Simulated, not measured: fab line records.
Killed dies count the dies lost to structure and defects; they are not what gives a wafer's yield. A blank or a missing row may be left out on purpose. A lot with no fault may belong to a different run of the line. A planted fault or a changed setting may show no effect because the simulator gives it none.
Which tool is to blame? / flow gf180mcu / 12 lots with 36 wafers sampled at 5 steps, on a route of 602 steps

== WHAT EACH GAUGE READ, for each wafer ==
GF_SAB_THK_MEAS_01.
lot=L895; measured=day 14 10:41; on=filmMetro-04; SAB_CVD_00_THK (nm)=48.5 49.2 50.5
lot=L898; measured=day 15 14:29; on=filmMetro-04; SAB_CVD_00_THK (nm)=48.8 50.0 49.8
lot=L899; measured=day 16 00:22; on=filmMetro-02; SAB_CVD_00_THK (nm)=100.6 98.7 100.4
lot=L901; measured=day 16 21:04; on=filmMetro-04; SAB_CVD_00_THK (nm)=99.6 100.9 100.6
lot=L905; measured=day 18 05:31; on=filmMetro-04; SAB_CVD_00_THK (nm)=49.7 49.9 50.7
lot=L906; measured=day 18 15:56; on=filmMetro-01; SAB_CVD_00_THK (nm)=101.0 102.6 102.6
lot=L910; measured=day 19 21:07; on=filmMetro-04; SAB_CVD_00_THK (nm)=48.8 49.5 50.7
lot=L911; measured=day 20 07:47; on=filmMetro-01; SAB_CVD_00_THK (nm)=50.5 51.2 50.7
lot=L913; measured=day 21 00:21; on=filmMetro-02; SAB_CVD_00_THK (nm)=49.8 50.7 50.5
lot=L914; measured=day 21 10:05; on=filmMetro-02; SAB_CVD_00_THK (nm)=50.4 50.6 51.6
lot=L915; measured=day 21 11:35; on=filmMetro-01; SAB_CVD_00_THK (nm)=49.5 49.7 49.8
lot=L916; measured=day 21 19:32; on=filmMetro-04; SAB_CVD_00_THK (nm)=49.2 50.2 50.3

== EACH LOT AND THE TOOL THAT RAN IT (in order: tool; ch and the chambers of the sampled wafers; start) ==
lot=L895; GF_HV_LDD_STRIP_37=plasmaAsher-02 ch 0,1, day 11 18:58; GF_HV_LDD_RTA_52=rtpAnneal-01 ch 0, day 12 14:56; GF_PSD_RTA_13=rtpAnneal-02 ch 0, day 14 10:20; GF_SAB_CVD_00=pecvd-02 ch 0,1,2, day 14 10:40
lot=L898; GF_HV_LDD_STRIP_37=plasmaAsher-04 ch 0,1, day 12 19:46; GF_HV_LDD_RTA_52=rtpAnneal-01 ch 0, day 13 16:21; GF_PSD_RTA_13=rtpAnneal-02 ch 0, day 15 14:09; GF_SAB_CVD_00=pecvd-02 ch 0,1,2, day 15 14:28
lot=L899; GF_HV_LDD_STRIP_37=plasmaAsher-01 ch 0,1, day 13 04:49; GF_HV_LDD_RTA_52=rtpAnneal-02 ch 0, day 14 01:26; GF_PSD_RTA_13=rtpAnneal-01 ch 0, day 15 23:50; GF_SAB_CVD_00=pecvd-03 ch 0,1,2, day 16 00:10
lot=L901; GF_HV_LDD_STRIP_37=plasmaAsher-02 ch 0,1, day 14 00:40; GF_HV_LDD_RTA_52=rtpAnneal-01 ch 0, day 14 20:59; GF_PSD_RTA_13=rtpAnneal-02 ch 0, day 16 20:27; GF_SAB_CVD_00=pecvd-03 ch 0,2, day 16 20:46
lot=L905; GF_HV_LDD_STRIP_37=plasmaAsher-01 ch 0,1, day 15 07:08; GF_HV_LDD_RTA_52=rtpAnneal-01 ch 0, day 16 04:54; GF_PSD_RTA_13=rtpAnneal-02 ch 0, day 18 05:10; GF_SAB_CVD_00=pecvd-02 ch 1,2, day 18 05:30
lot=L906; GF_HV_LDD_STRIP_37=plasmaAsher-01 ch 0,1, day 15 14:45; GF_HV_LDD_RTA_52=rtpAnneal-01 ch 0, day 16 13:36; GF_PSD_RTA_13=rtpAnneal-01 ch 0, day 18 15:25; GF_SAB_CVD_00=pecvd-04 ch 0,1, day 18 15:43
lot=L910; GF_HV_LDD_STRIP_37=plasmaAsher-01 ch 0,1, day 16 17:25; GF_HV_LDD_RTA_52=rtpAnneal-01 ch 0, day 17 16:50; GF_PSD_RTA_13=rtpAnneal-02 ch 0, day 19 20:47; GF_SAB_CVD_00=pecvd-03 ch 0,1,2, day 19 21:06
lot=L911; GF_HV_LDD_STRIP_37=plasmaAsher-01 ch 0,1, day 17 01:56; GF_HV_LDD_RTA_52=rtpAnneal-02 ch 0, day 18 01:47; GF_PSD_RTA_13=rtpAnneal-02 ch 0, day 20 07:26; GF_SAB_CVD_00=pecvd-04 ch 0,1, day 20 07:44
lot=L913; GF_HV_LDD_STRIP_37=plasmaAsher-01 ch 0,1, day 17 20:15; GF_HV_LDD_RTA_52=rtpAnneal-02 ch 0, day 18 20:21; GF_PSD_RTA_13=rtpAnneal-01 ch 0, day 21 00:01; GF_SAB_CVD_00=pecvd-04 ch 1,2, day 21 00:19
lot=L914; GF_HV_LDD_STRIP_37=plasmaAsher-02 ch 0,1, day 18 04:41; GF_HV_LDD_RTA_52=rtpAnneal-01 ch 0, day 19 05:11; GF_PSD_RTA_13=rtpAnneal-01 ch 0, day 21 09:40; GF_SAB_CVD_00=pecvd-04 ch 0,1,2, day 21 10:03
lot=L915; GF_HV_LDD_STRIP_37=plasmaAsher-01 ch 0,1, day 18 06:40; GF_HV_LDD_RTA_52=rtpAnneal-01 ch 0, day 19 06:56; GF_PSD_RTA_13=rtpAnneal-02 ch 0, day 21 11:14; GF_SAB_CVD_00=pecvd-02 ch 0,1,2, day 21 11:34
lot=L916; GF_HV_LDD_STRIP_37=plasmaAsher-01 ch 0,1, day 18 15:01; GF_HV_LDD_RTA_52=rtpAnneal-02 ch 0, day 19 15:44; GF_PSD_RTA_13=rtpAnneal-02 ch 0, day 21 19:11; GF_SAB_CVD_00=pecvd-03 ch 0,1,2, day 21 19:31
- GF_HV_LDD_STRIP_37: strips in O2/N2.
- GF_HV_LDD_RTA_52: time 10 s.
- GF_PSD_RTA_13: time 20 s.
- GF_SAB_CVD_00: deposits SiO2 from TEOS, target thk 50 nm, time 4.9302 s.

== WHAT THE TOOLS THEMSELVES READ (means of the sampled wafers that have a number; where no wafer has one, the mark that the record gives instead) ==
GF_HV_LDD_STRIP_37.
lot=L895; tool=plasmaAsher-02; drypumpMotorCurrentA (A)=5.51; heaterPowerW (W)=323; oesProductAu (a.u.)=0.716; stripTimeToEndpointS (s)=12.58
lot=L898; tool=plasmaAsher-04; drypumpMotorCurrentA (A)=5.29; heaterPowerW (W)=312; oesProductAu (a.u.)=0.717; stripTimeToEndpointS (s)=12.61
lot=L899; tool=plasmaAsher-01; drypumpMotorCurrentA (A)=5.75; heaterPowerW (W)=304; oesProductAu (a.u.)=0.722; stripTimeToEndpointS (s)=12.65
lot=L901; tool=plasmaAsher-02; drypumpMotorCurrentA (A)=5.40; heaterPowerW (W)=338; oesProductAu (a.u.)=0.716; stripTimeToEndpointS (s)=12.59
lot=L905; tool=plasmaAsher-01; drypumpMotorCurrentA (A)=5.86; heaterPowerW (W)=313; oesProductAu (a.u.)=0.715; stripTimeToEndpointS (s)=12.65
lot=L906; tool=plasmaAsher-01; drypumpMotorCurrentA (A)=5.74; heaterPowerW (W)=308; oesProductAu (a.u.)=0.716; stripTimeToEndpointS (s)=12.63
lot=L910; tool=plasmaAsher-01; drypumpMotorCurrentA (A)=5.88; heaterPowerW (W)=317; oesProductAu (a.u.)=0.715; stripTimeToEndpointS (s)=12.66
lot=L911; tool=plasmaAsher-01; drypumpMotorCurrentA (A)=5.89; heaterPowerW (W)=319; oesProductAu (a.u.)=0.717; stripTimeToEndpointS (s)=12.60
lot=L913; tool=plasmaAsher-01; drypumpMotorCurrentA (A)=5.73; heaterPowerW (W)=309; oesProductAu (a.u.)=0.717; stripTimeToEndpointS (s)=12.60
lot=L914; tool=plasmaAsher-02; drypumpMotorCurrentA (A)=5.53; heaterPowerW (W)=323; oesProductAu (a.u.)=0.718; stripTimeToEndpointS (s)=12.67
lot=L915; tool=plasmaAsher-01; drypumpMotorCurrentA (A)=5.88; heaterPowerW (W)=316; oesProductAu (a.u.)=0.719; stripTimeToEndpointS (s)=12.66
lot=L916; tool=plasmaAsher-01; drypumpMotorCurrentA (A)=5.85; heaterPowerW (W)=313; oesProductAu (a.u.)=0.717; stripTimeToEndpointS (s)=12.63

GF_HV_LDD_RTA_52.
lot=L895; tool=rtpAnneal-01; annealTempCMax=1005.4; lampPowerPct (%)=31.2; wafer_temp_C_max=1004.1
lot=L898; tool=rtpAnneal-01; annealTempCMax=1004.3; lampPowerPct (%)=31.3; wafer_temp_C_max=1003.2
lot=L899; tool=rtpAnneal-02; annealTempCMax=1006.1; lampPowerPct (%)=35.6; wafer_temp_C_max=1002.7
lot=L901; tool=rtpAnneal-01; annealTempCMax=1005.0; lampPowerPct (%)=31.2; wafer_temp_C_max=1004.1
lot=L905; tool=rtpAnneal-01; annealTempCMax=1006.0; lampPowerPct (%)=31.2; wafer_temp_C_max=1003.8
lot=L906; tool=rtpAnneal-01; annealTempCMax=1005.8; lampPowerPct (%)=31.3; wafer_temp_C_max=1003.9
lot=L910; tool=rtpAnneal-01; annealTempCMax=1005.2; lampPowerPct (%)=31.2; wafer_temp_C_max=1003.7
lot=L911; tool=rtpAnneal-02; annealTempCMax=1006.1; lampPowerPct (%)=35.5; wafer_temp_C_max=1002.1
lot=L913; tool=rtpAnneal-02; annealTempCMax=1006.7; lampPowerPct (%)=35.5; wafer_temp_C_max=1003.3
lot=L914; tool=rtpAnneal-01; annealTempCMax=1004.5; lampPowerPct (%)=31.2; wafer_temp_C_max=1003.9
lot=L915; tool=rtpAnneal-01; annealTempCMax=1005.3; lampPowerPct (%)=31.2; wafer_temp_C_max=1005.0
lot=L916; tool=rtpAnneal-02; annealTempCMax=1008.0; lampPowerPct (%)=35.5; wafer_temp_C_max=1002.5

GF_PSD_RTA_13.
lot=L895; tool=rtpAnneal-02; annealTempCMax=1031.6; lampPowerPct (%)=36.9; wafer_temp_C_max=1028.1
lot=L898; tool=rtpAnneal-02; annealTempCMax=1032.0; lampPowerPct (%)=36.9; wafer_temp_C_max=1027.6
lot=L899; tool=rtpAnneal-01; annealTempCMax=1030.7; lampPowerPct (%)=32.4; wafer_temp_C_max=1030.4
lot=L901; tool=rtpAnneal-02; annealTempCMax=1031.6; lampPowerPct (%)=36.8; wafer_temp_C_max=1027.3
lot=L905; tool=rtpAnneal-02; annealTempCMax=1031.8; lampPowerPct (%)=36.9; wafer_temp_C_max=1028.0
lot=L906; tool=rtpAnneal-01; annealTempCMax=1030.1; lampPowerPct (%)=32.4; wafer_temp_C_max=1029.1
lot=L910; tool=rtpAnneal-02; annealTempCMax=1031.5; lampPowerPct (%)=36.9; wafer_temp_C_max=1028.1
lot=L911; tool=rtpAnneal-02; annealTempCMax=1031.1; lampPowerPct (%)=36.8; wafer_temp_C_max=1028.3
lot=L913; tool=rtpAnneal-01; annealTempCMax=1030.3; lampPowerPct (%)=32.4; wafer_temp_C_max=1029.6
lot=L914; tool=rtpAnneal-01; annealTempCMax=1029.9; lampPowerPct (%)=32.4; wafer_temp_C_max=1029.3
lot=L915; tool=rtpAnneal-02; annealTempCMax=1030.5; lampPowerPct (%)=36.9; wafer_temp_C_max=1027.6
lot=L916; tool=rtpAnneal-02; annealTempCMax=1030.7; lampPowerPct (%)=36.9; wafer_temp_C_max=1027.7

GF_SAB_CVD_00.
lot=L895; tool=pecvd-02; heaterPowerW (W)=720
lot=L898; tool=pecvd-02; heaterPowerW (W)=717
lot=L899; tool=pecvd-03; heaterPowerW (W)=700
lot=L901; tool=pecvd-03; heaterPowerW (W)=672
lot=L905; tool=pecvd-02; heaterPowerW (W)=684
lot=L906; tool=pecvd-04; heaterPowerW (W)=686
lot=L910; tool=pecvd-03; heaterPowerW (W)=742
lot=L911; tool=pecvd-04; heaterPowerW (W)=679
lot=L913; tool=pecvd-04; heaterPowerW (W)=799
lot=L914; tool=pecvd-04; heaterPowerW (W)=713
lot=L915; tool=pecvd-02; heaterPowerW (W)=715
lot=L916; tool=pecvd-03; heaterPowerW (W)=740

== THE ANSWER, worked out from the rows above alone ==
Rule: usual is defined by the lots themselves. Put in order of their means at a reading, lots are off if they are a third of the lots or fewer, leave a main group of 4 or more, and stand apart from it by a gap of 3 or more times the standard deviation of the main group's means; of several such gaps the widest counts. The tables above print the reading to a certain number of digits; a main group whose means all agree to those digits is not used. A lot without any number at a reading at which 4 lots or more have one is off too. The other lots that the step has rows for count as sound. Order of review: gauges by route order, followed by the tools' own readings, for which a lot's mean as printed above is used. The first step at which some lot is off is used, and at that step the reading that is off furthest; a lot without a number counts as furthest.
Off: L899, L901, L906, seen at GF_SAB_THK_MEAS_01 (SAB_CVD_00_THK). Main group: mean 50.0 nm, sd 0.51.
If a tool, at a process step before that reading, ran all the lots that are off and no sound lot after the first of them, it fits. The gauges at GF_SAB_THK_MEAS_01 are tried like those tools. Of those tried, none fits.

== WHAT HAD BEEN PUT IN BY THE SIMULATOR ==
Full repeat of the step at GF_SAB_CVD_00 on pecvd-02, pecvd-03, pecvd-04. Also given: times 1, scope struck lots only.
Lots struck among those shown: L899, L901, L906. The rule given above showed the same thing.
